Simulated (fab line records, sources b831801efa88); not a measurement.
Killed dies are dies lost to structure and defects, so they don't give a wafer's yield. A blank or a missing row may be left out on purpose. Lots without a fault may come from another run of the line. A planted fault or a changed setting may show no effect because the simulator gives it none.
Which tool did it? | flow sky130 | 13 lots, 39 wafers sampled, at 3 steps of a route of 708

WHAT THE GAUGES READ, wafer by wafer
SKY_CAP2M_OVL_MEAS_12. Usual: CAP2M_OVL -0.1 nm, standard deviation 1.7.
lot  | measured     | on         | CAP2M_OVL (nm) | flag
L110 | day 41 18:14 | overlay-02 | -0.9 -1.5 -1.6 |
L111 | day 41 15:58 | overlay-01 | 0.6 2.8 1.4    |
L114 | day 42 05:59 | overlay-02 | -2.1 -0.5 -0.6 |
L115 | day 42 22:07 | overlay-02 | -0.4 1.0 -0.4  |
L117 | day 43 05:49 | overlay-01 | -0.2 -1.5 -3.2 |
L121 | day 44 07:07 | overlay-01 | 0.4 -0.8 -0.7  |
L125 | day 45 02:31 | overlay-02 | -2.0 -2.0 -0.2 |
L127 | day 45 19:43 | overlay-02 | 2.7 0.9 0.2    |
L128 | day 46 02:37 | overlay-02 | 0.7 1.3 0.9    |
L129 | day 46 03:09 | overlay-01 | -1.6 -1.2 0.6  |
L130 | day 46 10:34 | overlay-01 | 1.4 1.7 0.7    |
L131 | day 46 13:11 | overlay-02 | -4.5 -3.0 -0.8 |
L132 | day 46 22:07 | overlay-01 | 1.8 0.8 1.4    |

WHICH TOOL RAN EACH LOT (tool, then ch and the chambers of the sampled wafers, then the start)
lot  | SKY_DNWELL_STRIP_08                 | SKY_CAP2M_SPUTTER_02
L110 | plasma_asher-03 ch 0,1, day 3 10:23 | pvd_sputter-04, day 40 18:40
L111 | plasma_asher-02 ch 0,1, day 3 15:23 | pvd_sputter-03, day 40 16:02
L114 | plasma_asher-03 ch 0,1, day 4 07:03 | pvd_sputter-03, day 41 05:40
L115 | plasma_asher-03 ch 0,1, day 4 15:32 | pvd_sputter-03, day 41 22:42
L117 | plasma_asher-04 ch 0,1, day 4 23:45 | pvd_sputter-03, day 42 06:53
L121 | plasma_asher-02 ch 0,1, day 5 22:00 | pvd_sputter-04, day 43 08:15
L125 | plasma_asher-04 ch 0,1, day 6 18:17 | pvd_sputter-03, day 44 04:41
L127 | plasma_asher-04 ch 0,1, day 7 03:29 | pvd_sputter-03, day 44 22:28
L128 | plasma_asher-03 ch 0,1, day 7 10:14 | pvd_sputter-04, day 45 05:28
L129 | plasma_asher-03 ch 0,1, day 7 16:43 | pvd_sputter-03, day 45 05:49
L130 | plasma_asher-03 ch 0,1, day 8 00:31 | pvd_sputter-03, day 45 14:02
L131 | plasma_asher-02 ch 0,1, day 8 02:23 | pvd_sputter-03, day 45 16:20
L132 | plasma_asher-02 ch 0, day 8 07:21   | pvd_sputter-03, day 46 01:16
- SKY_DNWELL_STRIP_08: strips in O2/N2.
- SKY_CAP2M_SPUTTER_02: material TiN, target thk 200 nm, time 166.7 s.

WHAT THE TOOLS THEMSELVES READ (means of the sampled wafers that have a number; where no wafer has one, the mark that the record gives instead)
SKY_DNWELL_STRIP_08. Usual: drypump_motor_current_A 5.9 A, standard deviation 0.54; oes_product_au 0.722 a.u., standard deviation 0.0046; strip_time_to_endpoint_s 37.00 s, standard deviation 0.099.
lot  | tool            | drypump_motor_current_A (A) | oes_product_au (a.u.) | strip_time_to_endpoint_s (s) | flag
L110 | plasma_asher-03 | 5.9                         | 0.722                 | 36.97                        |
L111 | plasma_asher-02 | 6.0                         | 0.722                 | 36.94                        |
L114 | plasma_asher-03 | 5.6                         | 0.725                 | 36.89                        |
L115 | plasma_asher-03 | 5.9                         | 0.723                 | 37.00                        |
L117 | plasma_asher-04 | 5.7                         | 0.724                 | 37.06                        |
L121 | plasma_asher-02 | 6.3                         | 0.723                 | 36.96                        |
L125 | plasma_asher-04 | 5.7                         | 0.724                 | 37.07                        |
L127 | plasma_asher-04 | 6.2                         | 0.721                 | 36.91                        |
L128 | plasma_asher-03 | 5.6                         | 0.725                 | 36.89                        |
L129 | plasma_asher-03 | 5.9                         | 0.723                 | 36.92                        |
L130 | plasma_asher-03 | 5.9                         | 0.720                 | 36.74                        |
L131 | plasma_asher-02 | 6.0                         | 0.721                 | 36.94                        |
L132 | plasma_asher-02 | 5.8                         | 0.720                 | 36.96                        |

SKY_CAP2M_SPUTTER_02. Usual: throttle_valve_pct 30.3 %, standard deviation 0.93.
lot  | tool           | throttle_valve_pct (%) | flag
L110 | pvd_sputter-04 | 30.0                   |
L111 | pvd_sputter-03 | 30.0                   |
L114 | pvd_sputter-03 | 30.1                   |
L115 | pvd_sputter-03 | 29.8                   |
L117 | pvd_sputter-03 | 30.3                   |
L121 | pvd_sputter-04 | 29.9                   |
L125 | pvd_sputter-03 | 30.3                   |
L127 | pvd_sputter-03 | 30.3                   |
L128 | pvd_sputter-04 | 29.8                   |
L129 | pvd_sputter-03 | 30.1                   |
L130 | pvd_sputter-03 | 30.1                   |
L131 | pvd_sputter-03 | 29.8                   |
L132 | pvd_sputter-03 | 30.7                   |

THE ANSWER, worked out from the rows above alone
Rule: a lot is off if the mean of its wafers that have a number lies more than 3 standard deviations from the usual mean. A lot without any number at a reading at which 4 lots or more have one is off too. The other lots that the step has rows for count as sound. The gauges are gone through in route order, then the tools' own readings, and for those a lot's mean is taken as printed above. The first step at which some lot is off is used, and at that step the reading that is off furthest; a lot without a number counts as furthest.
No lot is off at any reading shown: from this, nothing can be told.

WHAT THE SIMULATOR HAD PUT IN
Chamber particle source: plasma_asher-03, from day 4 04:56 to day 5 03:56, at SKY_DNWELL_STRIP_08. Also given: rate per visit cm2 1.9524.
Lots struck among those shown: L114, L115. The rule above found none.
